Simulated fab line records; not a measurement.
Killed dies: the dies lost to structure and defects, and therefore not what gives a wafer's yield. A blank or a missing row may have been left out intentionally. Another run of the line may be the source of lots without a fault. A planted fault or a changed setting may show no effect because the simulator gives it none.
fab line records	flow sky130
record: lots: 5	wafers: 15	last_day: 50
route steps=708 shown METAL5@667 PASSIVATION@681 PAD_OPEN@694
lots that met no fault: taken from a fault-free run of the same line
start_h: hours from the record's first day to the start of the lot's first wafer shown	wait_h: hours elapsed since this lot's preceding step	" as in the row above	L1.1+2: several wafers, shown together as one row	- no value, or no start given	* or withheld: withheld	< > ~ a bound
route shown NAME@n: a module of which the file shows steps, and the number in the route of the first	usual: average and standard deviation across the fault-free wafers	same: alike in all rows	chamber/n: place in a boat	sites: readings site by site	_std_site: their standard deviation	_edge_site: mean of outer sites minus mean of inner sites	radius_mm: for every site, how far away it sits from the centre of the wafer	mask NAME#n: copy n	behind: tool/chamber where the wafer was last shaped	hold: reason for holding the lot/hours on hold/outcome of the hold	device: transistor that didn't switch, given as n, p or np	end of line: tests run on the same wafers once the route is complete	where a step has no rows: the recipe by itself	killed: dies lost to structure and defects at the first sort, not the wafer's yield	map: shows each die of a wafer: x if killed, . if not, _ if none is there
set.NAME: the setting the step ran with; set.NAME@STEP: the setting that earlier step ran with	model.NAME: the simulator's own value behind a step, which no gauge read
lots at selected steps of the route; one table per step, one row per wafer
services: from which hour (start_h, from the record's first day; less than 0 if before it) a tool's chamber was out of use, for how many hours, and why
== steps ==
step: SKY_METAL5_THK_MEAS_06
recipe: thk_meas_gauge: xrf	reads: AlCu_of_METAL5_SPUTTER_02
usual: METAL5_ALCU_THK: 1130/18
lot.wafer	tool	chamber	start_h	wait_h	METAL5_ALCU_THK[nm]
L882.1	film_metro-01	-	1011.17	0.1	1129
L882.2	"	-	"	"	1136
L882.3	"	-	"	"	1125
L885.2	film_metro-02	-	1033.95	0.1	1130
L885.5	"	-	"	"	1110
L885.6	"	-	"	"	1101
L890.1	film_metro-01	-	1074.38	0.1	1131
L890.2	"	-	"	"	1129
L890.5	"	-	"	"	1112
L898.1	film_metro-02	-	1114.97	0.1	1104
L898.2	"	-	"	"	1104
L898.6	"	-	"	"	1132
L901.2	film_metro-04	-	1134.11	0.1	1163
L901.4	"	-	"	"	1142
L901.6	"	-	"	"	1167
step: SKY_METAL5_DEHYDRATE_07
recipe: temp_c: 200	time_s: 60
step: SKY_METAL5_HMDS_08
recipe: prime_time_s: 60	prime_temp_c: 120
step: SKY_METAL5_COAT_09
recipe: resist: NOVOLAK	spin_rpm: 3000	resist_thk_nm: 1800
step: SKY_METAL5_SOFTBAKE_10
recipe: temp_c: 90	time_s: 60	resist: NOVOLAK
step: SKY_METAL5_EXPOSE_11
recipe: mask_id: MM5	na: 0.6	source_shape: conventional	sigma_outer: 0.6	polarization: unpolarized	target_cd_nm: 1600	dose_mj: 190
step: SKY_METAL5_PEB_12
recipe: temp_c: withheld	time_s: *	resist: NOVOLAK
step: SKY_METAL5_DEVELOP_13
recipe: resist: NOVOLAK	developer: TMAH	develop_time_s: 60	dev_temp_c: 23
step: SKY_METAL5_DESCUM_14
recipe: chemistry: O2	source_power_w: 150	bias_power_w: 0	pressure_mtorr: 10	temp_c: 40	time_s: 11
usual: drypump_motor_current_A: 5.9/0.49	oes_product_au: 1.005/0.0084
lot.wafer	tool	chamber	start_h	wait_h	drypump_motor_current_A	oes_product_au	rf_hours_counter_h
L882.1	rie_metal-02	1	1033.98	0.1	5.5	1.017	18
L882.2	"	0	"	"	5.5	1.003	1
L882.3	"	1	"	"	5.5	1.006	-
L885.2	rie_metal-02	1	1056.43	0.1	5.5	1.001	19
L885.5	"	1	"	"	5.5	1.022	-
L885.6	"	0	"	"	5.4	1.000	-
L890.1	rie_metal-01	1	1095.46	0.1	5.1	1.001	20
L890.2	"	0	"	"	6.1	1.005	18
L890.5	"	1	"	"	5.1	1.000	-
L898.1	rie_metal-02	0	1134.01	0.1	5.5	0.997	8
L898.2	"	1	"	"	5.5	1.011	25
L898.6	"	1	"	"	5.5	1.003	-
L901.2	rie_metal-04	0	1152.64	0.1	6.6	1.007	26
L901.4	"	1	"	"	5.9	1.006	-
L901.6	"	1	"	"	5.9	1.003	-
step: SKY_METAL5_METAL_ETCH_15
recipe: target_depth_a: 12600	stop_on: SiO2	over_etch_frac: 0.2	time_s: 252	chemistry: Cl2/BCl3	resist_sidewall_deg: 86	pressure_mtorr: 10	icp_w: 900	bias_w: 48.5	Cl2_flow_sccm: 60	bcl3_flow_sccm: 30
step: SKY_METAL5_STRIP_16
recipe: chemistry: O2/N2	power_w: 1400	pressure_mtorr: 1500	platen_temp_c: withheld	o2_flow_sccm: 3000	n2_flow_sccm: 300	overash_fraction: 0.5
step: SKY_METAL5_STRIP_17
recipe: chemistry: post_etch_residue_remover	time_s: 1200	temp_c: 72.5
step: SKY_METAL5_CLEAN_18
recipe: chemistry: IPA	time_s: 180	temp_c: 25
lot.wafer	tool	chamber	start_h	wait_h
L882.1+2+3	wet_bench-04	2	1034.72	0.0
L885.2+5+6	wet_bench-01	3	1057.18	0.0
L890.1+2+5	wet_bench-04	2	1096.17	0.0
L898.1+2+6	wet_bench-04	0	1134.72	0.0
L901.2+4+6	wet_bench-03	0	1153.42	0.0
step: SKY_METAL5_CLEAN_19
recipe: chemistry: O3/DIW	dry: n2_spin
step: SKY_PASSIVATION_CVD_00
recipe: material: SiO2	target_thk_nm: 90	temp_c: 400	time_s: withheld	rf_w: 600
step: SKY_PASSIVATION_THK_MEAS_01
recipe: reads: SiO2_of_PASSIVATION_CVD_00
usual: PASSIVATION_CVD_00_THK: 90.3/1.1
lot.wafer	tool	chamber	start_h	wait_h	PASSIVATION_CVD_00_THK[nm]
L882.1	film_metro-03	-	1034.90	-	89.4
L882.2	"	-	"	"	89.2
L882.3	"	-	"	"	89.9
L885.2	film_metro-02	-	1057.36	-	89.4
L885.5	"	-	"	"	89.9
L885.6	"	-	"	"	90.4
L890.1	film_metro-03	-	1096.34	-	89.8
L890.2	"	-	"	"	89.2
L890.5	"	-	"	"	90.9
L898.1	film_metro-03	-	1134.89	-	88.6
L898.2	"	-	"	"	88.5
L898.6	"	-	"	"	91.2
L901.2	film_metro-04	-	1153.61	-	88.9
L901.4	"	-	"	"	92.6
L901.6	"	-	"	"	91.3
step: SKY_PASSIVATION_CVD_02
recipe: material: Si3N4	target_thk_nm: 540	temp_c: 400	time_s: withheld	rf_w: 450
usual: heater_power_w: 707/100
lot.wafer	tool	chamber	start_h	wait_h	heater_power_w
L882.1	pecvd-01	0	1034.96	0.1	679
L882.2	"	2	"	"	893
L882.3	"	1	"	"	831
L885.2	pecvd-02	2	1057.41	0.0	570
L885.5	"	0	"	"	521
L885.6	"	1	"	"	800
L890.1	pecvd-01	1	1096.40	0.1	779
L890.2	"	2	"	"	847
L890.5	"	2	"	"	696
L898.1	pecvd-03	1	1134.95	0.1	816
L898.2	"	0	"	"	740
L898.6	"	0	"	"	613
L901.2	pecvd-01	0	1153.66	0.0	711
L901.4	"	1	"	"	825
L901.6	"	0	"	"	570
step: SKY_PASSIVATION_THK_MEAS_03
recipe: reads: Si3N4_of_PASSIVATION_CVD_02
usual: PASSIVATION_CVD_02_THK: 540/7.3
lot.wafer	tool	chamber	start_h	wait_h	PASSIVATION_CVD_02_THK[nm]
L882.1	film_metro-02	-	1035.19	-	540
L882.2	"	-	"	"	526
L882.3	"	-	"	"	528
L885.2	film_metro-04	-	1057.64	-	524
L885.5	"	-	"	"	542
L885.6	"	-	"	"	548
L890.1	film_metro-03	-	1096.62	-	535
L890.2	"	-	"	"	540
L890.5	"	-	"	"	547
L898.1	film_metro-04	-	1135.17	-	549
L898.2	"	-	"	"	547
L898.6	"	-	"	"	559
L901.2	film_metro-02	-	1153.89	-	541
L901.4	"	-	"	"	536
L901.6	"	-	"	"	544
step: SKY_PASSIVATION_DEHYDRATE_04
recipe: temp_c: 200	time_s: 60
step: SKY_PASSIVATION_HMDS_05
recipe: prime_time_s: 60	prime_temp_c: 120
step: SKY_PASSIVATION_COAT_06
recipe: spin_rpm: 2000	resist_thk_nm: 3000
step: SKY_PASSIVATION_SOFTBAKE_07
recipe: temp_c: 110	time_s: withheld
step: SKY_PASSIVATION_EXPOSE_08
recipe: mask_id: NSM	target_cd_nm: 3000	na: 0.57	dose_mj: 260
step: SKY_PASSIVATION_PEB_09
recipe: temp_c: 115	time_s: withheld
step: SKY_PASSIVATION_DEVELOP_10
recipe: develop_time_s: 60	dev_temp_c: 23
step: SKY_PASSIVATION_ETCH_11
recipe: chemistry: CF4/O2	target_depth_nm: 725	stop_on: AlCu	source_w: 800	bias_w: 150	pressure_mtorr: 150	cf4_flow_sccm: 80	O2_flow_sccm: 10	time_s: 161.1
usual: drypump_motor_current_A: 5.5/0.47	oes_product_au: 0.977/0.0071	throttle_valve_pct: 5.964/0.0096
lot.wafer	tool	chamber	start_h	wait_h	drypump_motor_current_A	oes_product_au	rf_hours_counter_h	throttle_valve_pct
L882.1	rie_diel-04	1	1057.21	-	4.8	0.987	21	5.971
L882.2	"	0	"	"	5.9	0.973	20	5.959
L882.3	"	3	"	"	6.2	0.978	23	5.961
L885.2	rie_diel-04	1	1079.03	-	4.8	0.958	22	5.964
L885.5	"	2	"	"	5.7	0.970	-	5.948
L885.6	"	1	"	"	4.8	0.997	-	5.969
L890.1	rie_diel-01	2	1117.31	-	5.8	0.970	31	5.950
L890.2	"	1	"	"	5.0	0.976	11	5.967
L890.5	"	0	"	"	5.8	0.988	-	5.967
L898.1	rie_diel-03	0	1153.73	-	4.8	0.976	13	5.947
L898.2	"	1	"	"	6.0	0.981	10	5.956
L898.6	"	3	"	"	5.3	0.980	-	5.970
L901.2	rie_diel-04	0	1171.53	-	5.9	0.983	24	5.969
L901.4	"	0	"	"	5.9	0.981	-	5.961
L901.6	"	3	"	"	6.2	0.971	-	5.978
step: SKY_PASSIVATION_STRIP_12
recipe: chemistry: O2/N2	power_w: 1400	pressure_mtorr: 1500	platen_temp_c: withheld	overash_fraction: 0.7	o2_flow_sccm: 3000	n2_flow_sccm: 300
usual: drypump_motor_current_A: 5.76/0.24	oes_product_au: 0.660/0.0042	strip_time_to_endpoint_s: 31.53/0.12
lot.wafer	tool	chamber	start_h	wait_h	drypump_motor_current_A	oes_product_au	rf_hours_counter_h	strip_time_to_endpoint_s
L882.1	plasma_asher-03	0	1057.31	0.1	6.12	0.667	63	31.33
L882.2	"	1	"	"	5.44	0.663	63	31.34
L882.3	"	0	"	"	6.12	0.661	-	31.29
L885.2	plasma_asher-01	0	1079.14	0.1	5.61	0.652	1	31.42
L885.5	"	1	"	"	5.84	0.661	-	31.68
L885.6	"	0	"	"	5.59	0.656	-	31.38
L890.1	plasma_asher-01	0	1117.41	0.1	5.60	0.662	5	31.31
L890.2	"	1	"	"	5.86	0.654	5	31.62
L890.5	"	1	"	"	5.87	0.660	-	31.49
L898.1	plasma_asher-03	1	1153.84	0.1	5.42	0.666	70	31.66
L898.2	"	0	"	"	6.12	0.666	70	31.60
L898.6	"	1	"	"	5.43	0.656	-	31.78
L901.2	plasma_asher-01	0	1171.64	0.1	5.58	0.666	11	31.34
L901.4	"	0	"	"	5.58	0.656	-	31.41
L901.6	"	0	"	"	5.60	0.659	-	31.52
step: SKY_PAD_OPEN_DEHYDRATE_00
recipe: temp_c: 200	time_s: 60
step: SKY_PAD_OPEN_HMDS_01
recipe: prime_time_s: 60	prime_temp_c: 120
step: SKY_PAD_OPEN_COAT_02
recipe: spin_rpm: 2000	resist_thk_nm: 3000
step: SKY_PAD_OPEN_SOFTBAKE_03
recipe: temp_c: 110	time_s: withheld
step: SKY_PAD_OPEN_EXPOSE_04
recipe: mask_id: PDM	target_cd_nm: 60000	na: 0.57	dose_mj: 260
step: SKY_PAD_OPEN_PEB_05
recipe: temp_c: 115	time_s: withheld
step: SKY_PAD_OPEN_DEVELOP_06
recipe: develop_time_s: 60	dev_temp_c: 23
step: SKY_PAD_OPEN_ETCH_07
recipe: chemistry: CF4/O2	target_depth_nm: 725	stop_on: AlCu	source_w: 800	bias_w: 150	pressure_mtorr: 150	cf4_flow_sccm: 80	O2_flow_sccm: 10	time_s: 161.1
usual: drypump_motor_current_A: 5.6/0.41	oes_product_au: 0.978/0.0078	throttle_valve_pct: 5.964/0.0093
lot.wafer	tool	chamber	start_h	wait_h	drypump_motor_current_A	oes_product_au	rf_hours_counter_h	throttle_valve_pct
L882.1	rie_diel-01	3	1078.59	-	5.9	0.983	23	5.958
L882.2	"	0	"	"	5.8	0.970	15	5.960
L882.3	"	1	"	"	5.1	0.967	9	5.961
L885.2	rie_diel-04	1	1099.83	-	4.8	0.967	23	5.962
L885.5	"	1	"	"	4.8	0.983	-	5.973
L885.6	"	2	"	"	5.8	0.988	-	5.969
L890.1	rie_diel-04	1	1136.68	-	4.8	0.970	24	5.968
L890.2	"	3	"	"	6.2	0.971	25	5.972
L890.5	"	2	"	"	5.8	0.974	-	5.958
L898.1	rie_diel-02	2	1171.63	-	5.3	0.971	1	5.967
L898.2	"	3	"	"	5.6	0.980	22	5.970
L898.6	"	1	"	"	6.0	0.993	-	5.979
L901.2	rie_diel-02	2	1187.78	-	5.3	0.975	1	5.954
L901.4	"	1	"	"	6.0	0.976	17	5.964
L901.6	"	2	"	"	5.3	0.982	-	5.954
step: SKY_PAD_OPEN_STRIP_08
recipe: chemistry: O2/N2	power_w: 1400	pressure_mtorr: 1500	platen_temp_c: withheld	overash_fraction: 0.7	o2_flow_sccm: 3000	n2_flow_sccm: 300
step: SKY_PAD_OPEN_STRIP_09
recipe: chemistry: post_etch_residue_remover	time_s: 1200	temp_c: 72.5
step: SKY_PAD_OPEN_CLEAN_10
recipe: chemistry: IPA	time_s: 180	temp_c: 25
step: SKY_PAD_OPEN_CLEAN_11
recipe: chemistry: O3/DIW	dry: n2_spin
step: SKY_PAD_OPEN_ANNEAL_12
recipe: temp_c: 400	time_s: withheld	ambient: N2/H2	idle_temp_c: 300	ramp_up_c_per_min: 8	ramp_down_c_per_min: 4
step: SKY_PAD_OPEN_BOW_MEAS_13
recipe: mode: bow
usual: PAD_OPEN_BOW: 48/10
lot.wafer	tool	chamber	start_h	wait_h	PAD_OPEN_BOW[um]
L882.1	film_metro-01	-	1080.94	-	50
L882.2	"	-	"	"	37
L882.3	"	-	"	"	31
L885.2	film_metro-01	-	1103.41	-	24
L885.5	"	-	"	"	29
L885.6	"	-	"	"	19
L890.1	film_metro-03	-	1138.92	-	59
L890.2	"	-	"	"	64
L890.5	"	-	"	"	62
L898.1	film_metro-02	-	1174.46	-	60
L898.2	"	-	"	"	72
L898.6	"	-	"	"	62
L901.2	film_metro-01	-	1190.00	-	59
L901.4	"	-	"	"	52
L901.6	"	-	"	"	58
step: SKY_PAD_OPEN_PROBE_99
usual: defect_limited_yield: 82.8/2	killed_at_M0_to_M3: 43/6.4	killed_at_M4_up: 3.1/2	killed_at_contacts: 24/5.2	killed_at_front_end: 15/4.3	killed_at_other: 0.2/0.48	killed_dies: 85/9.7	killed_open: 47/6.9	killed_short: 38/6.7	sort_bin_3_pad_short: 0.9/0.48	sort_bin_5_function: 10.3/1.6	sort_bin_6_memory: 6.1/0.97	sort_n_pass: 407/9.7	sort_yield_pct: 82.8/2
same: gross_dies: 492	killed_at_back_side: 0	sort_bin_4_leakage[%]: 0	sort_bin_8_speed[%]: 0
lot.wafer	tool	chamber	start_h	wait_h	defect_limited_yield[%]	killed_at_M0_to_M3	killed_at_M4_up	killed_at_contacts	killed_at_front_end	killed_at_other	killed_dies	killed_open	killed_short	sort_bin_3_pad_short[%]	sort_bin_5_function[%]	sort_bin_6_memory[%]	sort_n_pass	sort_yield_pct[%]	model.etest.tester.sort_n_pass	model.etest.tester.sort_yield_pct	model.etest.tester.sort_bin_5_pct	model.etest.tester.sort_bin_3_pct
L882.1	prober-01	-	1081.06	0.1	81.9	49	3	25	12	0	89	52	37	0.6	11.0	6.5	403	81.9	403	81.91	10.98	0.6098
L882.2	prober-01	-	1081.11	0.1	83.9	33	2	31	13	0	79	47	32	0.6	9.8	5.7	413	83.9	413	83.94	9.756	0.6098
L882.3	prober-01	-	1081.16	0.2	80.3	49	6	27	15	0	97	52	45	1.2	12.0	6.5	395	80.3	395	80.28	11.99	1.22
L885.2	prober-02	-	1103.56	0.1	82.3	48	5	21	12	1	87	49	38	1.0	11.2	5.5	405	82.3	405	82.32	11.18	1.016
L885.5	prober-02	-	1103.71	0.2	82.3	47	2	22	16	0	87	50	37	0.4	11.2	6.1	405	82.3	405	82.32	11.18	0.4065
L885.6	prober-02	-	1103.76	0.2	82.5	38	4	24	20	0	86	59	27	1.0	10.8	5.7	406	82.5	406	82.52	10.77	1.016
L890.1	prober-02	-	1139.04	0.1	85.4	37	4	20	11	0	72	41	31	1.2	7.9	5.5	420	85.4	420	85.37	7.927	1.22
L890.2	prober-02	-	1139.09	0.1	80.5	44	1	33	17	1	96	53	43	1.0	13.0	5.5	396	80.5	396	80.49	13.01	1.016
L890.5	prober-02	-	1139.24	0.2	79.9	44	4	32	19	0	99	58	41	1.2	11.8	7.1	393	79.9	393	79.88	11.79	1.22
L898.1	prober-02	-	1174.58	0.1	75.0	32	49	22	19	1	123	39	36	4.1	14.8	6.1	369	75.0	369	75	14.84	4.065
L898.2	prober-02	-	1174.63	0.1	74.8	36	51	27	9	1	124	43	31	2.6	14.2	8.3	368	74.8	368	74.8	14.23	2.642
L898.6	prober-02	-	1174.83	0.2	77.4	25	50	25	11	0	111	38	23	3.0	14.4	5.1	381	77.4	381	77.44	14.43	3.049
L901.2	prober-01	-	1190.15	0.1	80.7	48	3	25	18	1	95	53	42	0.8	13.0	5.5	397	80.7	397	80.69	13.01	0.813
L901.4	prober-01	-	1190.25	0.2	82.1	47	6	24	11	0	88	55	33	0.8	11.8	5.3	404	82.1	404	82.11	11.79	0.813
L901.6	prober-01	-	1190.35	0.2	83.9	47	2	23	7	0	79	46	33	0.6	9.8	5.7	413	83.9	413	83.94	9.756	0.6098
killed by level:class
L882.1 VIA1:geometric_particle:open=14 LI_CONTACT:geometric_particle:open=9 VIA2:geometric_particle:open=8 CONTACT:geometric_particle:open=8 METAL1:geometric_particle:short=6 VIA1:geometric_particle:short=5 POLY_GATE:geometric_particle:short=4 LOCAL_INTERCONNECT:geometric_particle:short=4
L882.2 LI_CONTACT:geometric_particle:open=11 CONTACT:geometric_particle:open=8 METAL1:geometric_particle:short=7 CONTACT:geometric_particle:short=6 VIA2:geometric_particle:open=6 VIA3:geometric_particle:open=6 FIELD_ISO:geometric_particle:open=5 POLY_GATE:geometric_particle:open=5
L882.3 VIA1:geometric_particle:open=11 CONTACT:geometric_particle:open=9 VIA3:geometric_particle:open=8 LI_CONTACT:geometric_particle:open=7 METAL1:geometric_particle:short=7 METAL4:geometric_particle:short=6 METAL2:geometric_particle:short=6 VIA1:geometric_particle:short=5
L885.2 VIA1:geometric_particle:open=15 CONTACT:geometric_particle:open=9 VIA2:geometric_particle:short=7 LI_CONTACT:geometric_particle:open=6 METAL2:geometric_particle:short=6 VIA2:geometric_particle:open=4 CONTACT:geometric_particle:short=4 VIA3:geometric_particle:open=4
L885.5 VIA1:geometric_particle:open=12 CONTACT:geometric_particle:open=9 FIELD_ISO:geometric_particle:open=7 VIA1:geometric_particle:short=7 FIELD_ISO:geometric_particle:short=6 LI_CONTACT:geometric_particle:open=6 METAL1:geometric_particle:short=6 METAL2:geometric_particle:short=5
L885.6 CONTACT:geometric_particle:open=13 FIELD_ISO:geometric_particle:open=9 VIA1:geometric_particle:open=8 VIA3:geometric_particle:open=8 LI_CONTACT:geometric_particle:open=6 METAL1:geometric_particle:short=6 FIELD_ISO:geometric_particle:short=5 METAL2:geometric_particle:short=4
L890.1 VIA1:geometric_particle:open=13 LI_CONTACT:geometric_particle:open=8 METAL4:geometric_particle:short=4 CONTACT:geometric_particle:short=4 CONTACT:geometric_particle:open=4 METAL1:geometric_particle:short=4 POLY_GATE:geometric_particle:open=3 POLY_GATE:geometric_particle:short=3
L890.2 VIA1:geometric_particle:open=19 CONTACT:geometric_particle:open=12 LI_CONTACT:geometric_particle:open=9 CONTACT:geometric_particle:short=7 FIELD_ISO:geometric_particle:open=6 VIA1:geometric_particle:short=6 METAL1:geometric_particle:short=6 FIELD_ISO:geometric_particle:short=4
L890.5 VIA1:geometric_particle:open=17 VIA2:geometric_particle:open=10 CONTACT:geometric_particle:open=8 LI_CONTACT:geometric_particle:open=7 CONTACT:geometric_particle:short=7 POLY_GATE:geometric_particle:short=6 LOCAL_INTERCONNECT:geometric_particle:short=6 FIELD_ISO:geometric_particle:short=5
L898.1 METAL5:unspecified=48 VIA1:geometric_particle:open=11 CONTACT:geometric_particle:open=8 POLY_GATE:geometric_particle:short=7 LI_CONTACT:geometric_particle:open=6 FIELD_ISO:geometric_particle:open=4 METAL1:geometric_particle:short=4 VIA3:geometric_particle:open=4
L898.2 METAL5:unspecified=49 LI_CONTACT:geometric_particle:open=12 VIA1:geometric_particle:open=10 CONTACT:geometric_particle:open=6 METAL2:geometric_particle:short=6 VIA2:geometric_particle:open=6 LOCAL_INTERCONNECT:geometric_particle:short=4 METAL1:geometric_particle:short=4
L898.6 METAL5:unspecified=50 LI_CONTACT:geometric_particle:open=11 METAL1:geometric_particle:short=6 VIA1:geometric_particle:open=6 LOCAL_INTERCONNECT:geometric_particle:short=5 CONTACT:geometric_particle:open=5 VIA3:geometric_particle:open=5 POLY_GATE:geometric_particle:short=4
L901.2 VIA1:geometric_particle:open=12 CONTACT:geometric_particle:open=12 VIA3:geometric_particle:open=8 POLY_GATE:geometric_particle:short=7 LOCAL_INTERCONNECT:geometric_particle:short=6 FIELD_ISO:geometric_particle:short=4 METAL1:geometric_particle:short=4 LI_CONTACT:geometric_particle:open=4
L901.4 VIA1:geometric_particle:open=16 CONTACT:geometric_particle:open=9 LI_CONTACT:geometric_particle:open=7 VIA2:geometric_particle:open=6 VIA3:geometric_particle:open=6 VIA1:geometric_particle:short=5 METAL4:geometric_particle:short=5 POLY_GATE:geometric_particle:open=4
L901.6 VIA1:geometric_particle:open=12 VIA3:geometric_particle:open=10 CONTACT:geometric_particle:open=7 LI_CONTACT:geometric_particle:open=6 LOCAL_INTERCONNECT:geometric_particle:short=5 VIA1:geometric_particle:short=5 CONTACT:geometric_particle:short=4 METAL1:geometric_particle:short=4
map L898.2 (x killed, . not)
__________.x......x._________
________x....x...x...._______
______xx....x....x..x..._____
_____xxxxxx.x.x..........____
____xxxxxxx.x......xx...x.___
___xxxxxxxx..........x.....__
__xxxxxxxx............x..xx._
_.xxxxxxxxx..x...............
_.xxxxxxx.x...xxx....x.x.....
_.xx........xx.x.........x..x
_.....x......xx......x.x.....
_.x....x.x........x..........
_x...........x.......x...x...
_....x...x..x......x.......x.
_.x.....x.............x......
__..x.x....................._
___x...x.......x..x...x....__
____..x.......x.x....xx.x.___
_____..........x......x..____
______........x.x.x.x..._____
________x....x........_______
__________...x..x..x_________
map L882.3 (x killed, . not)
__________.xx......._________
________.......x....x._______
______x.x.x......x.x...x_____
_____.xx...xx.....xxx..xx____
____..x.......x.x.........___
___.xx..x.....xx..x.....x..__
__..........xx..x......x...x_
_x..x.....x.x..xx......x...x.
_..xx.....xx.......x.........
_........x......x...x.xx.....
_....x.......................
_...x.....x.........x..x..x..
_..........x.xxx...x......x..
_....x....x....x........xx...
_.......x....x...............
__..x...xx.............x.x.._
___...x...xx..x........x.x.__
____x....xx...............___
_____..x.x...x...........____
______...x..x......x...._____
________.....x.xx....._______
__________.x.x....x._________
== services ==
tool	chamber	start_h	hours	kind
rie_diel-03	0	1011.33	5.5	repair
rie_metal-01	-	1012.74	2.8	pm
pecvd-03	-	1012.98	2.9	repair
rie_diel-01	-	1014.01	15.6	pm
rie_diel-03	-	1018.14	0.6	repair
rie_diel-04	-	1024.61	2.8	pm
rie_diel-02	3	1036.68	1.8	repair
rie_diel-04	-	1044.61	1.1	repair
pecvd-01	-	1050.51	4.6	repair
plasma_asher-01	-	1055.25	9.0	pm
rie_diel-03	0	1062.34	5.9	repair
wet_bench-04	-	1080.92	1.9	pm
plasma_asher-03	-	1085.22	2.8	pm
rie_diel-01	2	1091.95	6.3	repair
rie_diel-04	1	1105.93	6.3	repair
plasma_asher-03	-	1106.91	25.1	pm
rie_diel-01	3	1116.30	7.2	repair
rie_diel-04	0	1142.81	10.5	repair
rie_diel-04	3	1149.50	12.8	repair
rie_diel-02	1	1151.26	6.0	repair
rie_metal-02	-	1156.51	2.8	pm
rie_diel-04	1	1160.43	9.1	repair
rie_diel-04	2	1167.41	14.5	repair
rie_diel-04	1	1180.22	7.4	repair
== key ==
first_sign: step: SKY_PAD_OPEN_PROBE_99	reading: killed_at_M4_up	direction: up	sigmas: 24	usual: 3.1	struck: 50
effect: step: SKY_PAD_OPEN_PROBE_99	reading: sort_bin_3_pad_short	direction: up	sigmas: 4.9	usual: 0.9	struck: 3.3
model_effect: step: SKY_PAD_OPEN_PROBE_99	value: etest.tester.sort_n_pass	without: 415	struck: 372.7
met_at SKY_METAL5_CLEAN_18
struck_wafers L898.1,L898.2,L898.6
also_fits SKY_METAL5_DESCUM_14:rie_metal-02,SKY_PASSIVATION_CVD_02:pecvd-03,SKY_PASSIVATION_ETCH_11:rie_diel-03,SKY_PASSIVATION_STRIP_12:plasma_asher-03
fault: kind: chamber_particle_source	tool: wet_bench-04	chamber: 0	onset_h: 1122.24	steps: SKY_METAL5_CLEAN_18	rate_per_visit_cm2: 1.2521	end_h: 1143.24
